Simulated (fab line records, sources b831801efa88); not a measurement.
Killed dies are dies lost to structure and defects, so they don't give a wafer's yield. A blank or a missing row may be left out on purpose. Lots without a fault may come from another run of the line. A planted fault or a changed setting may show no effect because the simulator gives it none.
fab line records | flow gf180mcu
record lots=6 wafers=18 last_day=33
route steps=602 shown STI@1
lots that met no fault: from a run of the same line without faults
start_h: hours from the record's first day to the start of the lot's first wafer shown | wait_h: hours since the lot's step before | " the same as in the row above | L1.1+2: a row that stands for several wafers | - no value, or no start given | * or withheld: withheld | < > ~ a bound
route shown NAME@n: a module of which the file shows steps, and the number in the route of the first | usual: mean/standard deviation of fault-free wafers | same: alike in all rows | chamber/n: place in a boat | sites: the reading at each site | _std_site: their standard deviation | _edge_site: outer sites' mean less inner sites' | radius_mm: how far each site lies from the wafer's centre | mask NAME#n: copy n | behind: the tool/chamber that last shaped the wafer | hold: why the lot was held/for how many hours/how that ended | device: the transistor (n, p or np) that didn't switch | end of line: the same wafers' tests at the end of the route | a step without rows: its recipe alone | killed: dies lost to structure and defects at the first sort, not the wafer's yield | map: a wafer's dies, x killed, . not, _ none there
set.NAME: the setting as run; set.NAME@STEP: as run at that earlier step | model.NAME: the simulator's own value behind a step, which no gauge read
lots at some steps of the route; a table a step, a row a wafer
services: from which hour (start_h, from the record's first day; less than 0 if before it) a tool's chamber was out of use, for how many hours, and why
## steps
# step GF_STI_BOW_MEAS_00
# recipe mode=bow
# usual INCOMING_BOW=-1/6.1
# columns lot.wafer tool chamber start_h wait_h INCOMING_BOW[um]
L177.2 film_metro-02 - 15.02 - 1
L177.3 " - " " 2
L177.6 " - " " 0
L182.1 film_metro-02 - 40.10 - -6
L182.4 " - " " -4
L182.6 " - " " -10
L183.1 film_metro-03 - 45.00 - -9
L183.2 " - " " 0
L183.4 " - " " -1
L189.4 film_metro-03 - 75.06 - 7
L189.5 " - " " 6
L189.6 " - " " 1
L192.3 film_metro-02 - 90.04 - -4
L192.4 " - " " -3
L192.5 " - " " -1
L194.1 film_metro-04 - 100.00 - 0
L194.3 " - " " 3
L194.4 " - " " 4
# step GF_STI_OXIDATION_01
# recipe temp_c=900 ambient=O2 stabilise_s=600 purge_s=300 target_thk_a=100 ox_time_s=1418
# step GF_STI_THK_MEAS_02
# recipe reads=SiO2_of_STI_OXIDATION_01
# usual STI_OXIDATION_THK=10.06/0.19
# columns lot.wafer tool chamber start_h wait_h STI_OXIDATION_THK[nm]
L177.2 film_metro-02 - 17.22 0.0 9.92
L177.3 " - " " 9.88
L177.6 " - " " 10.14
L182.1 film_metro-03 - 42.84 0.0 9.94
L182.4 " - " " 10.02
L182.6 " - " " 10.11
L183.1 film_metro-03 - 47.01 0.0 9.99
L183.2 " - " " 9.86
L183.4 " - " " 10.17
L189.4 film_metro-02 - 76.54 0.0 10.30
L189.5 " - " " 10.17
L189.6 " - " " 10.28
L192.3 film_metro-02 - 91.53 0.0 10.32
L192.4 " - " " 10.23
L192.5 " - " " 10.37
L194.1 film_metro-02 - 101.51 0.0 10.16
L194.3 " - " " 10.10
L194.4 " - " " 10.23
# step GF_STI_CVD_03
# recipe material=Si3N4 precursor=DCS/NH3 target_thk_nm=207.16 temp_c=770 time_s=3551 pressure_mtorr=250
# step GF_STI_THK_MEAS_04
# recipe reads=Si3N4_of_STI_CVD_03
# usual STI_CVD_03_THK=207.6/1.7
# columns lot.wafer tool chamber start_h wait_h STI_CVD_03_THK[nm]
L177.2 film_metro-04 - 19.27 0.0 208.3
L177.3 " - " " 208.4
L177.6 " - " " 209.2
L182.1 film_metro-02 - 44.88 0.0 208.4
L182.4 " - " " 207.2
L182.6 " - " " 208.6
L183.1 film_metro-02 - 49.06 0.0 206.9
L183.2 " - " " 207.5
L183.4 " - " " 208.1
L189.4 film_metro-02 - 78.59 0.0 206.4
L189.5 " - " " 207.0
L189.6 " - " " 208.4
L192.3 film_metro-04 - 93.58 0.0 206.8
L192.4 " - " " 207.3
L192.5 " - " " 207.5
L194.1 film_metro-03 - 103.70 0.0 208.1
L194.3 " - " " 207.4
L194.4 " - " " 207.7
# step GF_STI_DEHYDRATE_05
# recipe temp_c=200 time_s=60
# step GF_STI_HMDS_06
# recipe prime_time_s=60 prime_temp_c=120
# step GF_STI_COAT_07
# recipe resist=KrF spin_rpm=withheld resist_thk_nm=700
# step GF_STI_SOFTBAKE_08
# recipe temp_c=130 time_s=60 resist=KrF
# step GF_STI_EXPOSE_09
# recipe mask_id=COMP target_cd_nm=220 na=0.68 source_shape=conventional sigma_outer=0.6 dose_mj=28
# usual exposure_dose_mJ_cm2=27.550/0.023 focus_offset_nm=0.0/0.52 reticle_temp_C=23.01/0.1
# columns lot.wafer tool chamber start_h wait_h mask exposure_dose_mJ_cm2 focus_offset_nm reticle_temp_C
L177.2 krf_scanner-01 0 25.70 - COMP#0 27.554 -0.2 22.87
L177.3 " 0 " " COMP#0 27.533 -1.2 23.12
L177.6 " 0 " " COMP#0 27.582 -0.8 23.10
L182.1 krf_scanner-02 - 50.93 - COMP#0 - - -
L182.4 " - " " COMP#0 - - -
L182.6 " - " " COMP#0 - - -
L183.1 krf_scanner-01 - 55.38 - COMP#0 - - -
L183.2 " - " " COMP#0 - - -
L183.4 " - " " COMP#0 - - -
L189.4 krf_scanner-01 0 85.54 - COMP#0 27.571 1.0 23.05
L189.5 " 0 " " COMP#0 27.564 -0.2 22.90
L189.6 " 0 " " COMP#0 27.562 0.3 23.12
L192.3 krf_scanner-01 0 100.79 - COMP#0 27.565 0.2 23.03
L192.4 " 0 " " COMP#0 27.570 0.1 22.93
L192.5 " 0 " " COMP#0 27.550 -0.6 23.08
L194.1 krf_scanner-02 0 110.66 - COMP#0 27.552 -0.4 23.08
L194.3 " 0 " " COMP#0 27.528 -0.4 23.13
L194.4 " 0 " " COMP#0 27.536 -0.3 23.19
# step GF_STI_PEB_10
# recipe peb_temp_c=135.9 peb_time_s=90 resist=KrF
## services
# columns tool chamber start_h hours kind
krf_scanner-01 0 5.92 - calibration
krf_scanner-01 - 6.98 1.3 pm
krf_scanner-01 - 21.50 0.8 pm
krf_scanner-01 - 22.25 1.0 pm
krf_scanner-01 - 45.25 0.8 pm
krf_scanner-02 - 52.63 1.0 pm
krf_scanner-02 - 87.14 1.3 pm
## key
first_sign step=GF_STI_EXPOSE_09 reading=tool_record direction=missing
effect none on later readings
met_at GF_STI_EXPOSE_09
struck_wafers L182.1,L182.4,L182.6,L183.1,L183.2,L183.4
later_rows_left_out L182.1,L182.4,L182.6,L183.1,L183.2,L183.4
sort_left_out L182.1,L182.4,L182.6,L183.1,L183.2,L183.4
tester_left_out L182,L183
onset_between 25.70 50.93
fault kind=skipped_step_whole tool=krf_scanner-01,krf_scanner-02 chamber=- onset_h=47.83 steps=GF_STI_EXPOSE_09 scope=struck_lots_only
# tester_left_out: of these lots the tester's yield and bins aren't shown, on N5 and GAA mostly nor the transistor test; their killed dies are dies lost to structure and defects alone, not to doping, threshold or leakage, so they don't give the yield
# sort_left_out: the simulated sort isn't trusted on such a fault, so these wafers' sort isn't shown, and their yield isn't known
# later_rows_left_out: the simulator's readings of these wafers behind a module that went badly wrong aren't trusted and aren't shown, but for the sort
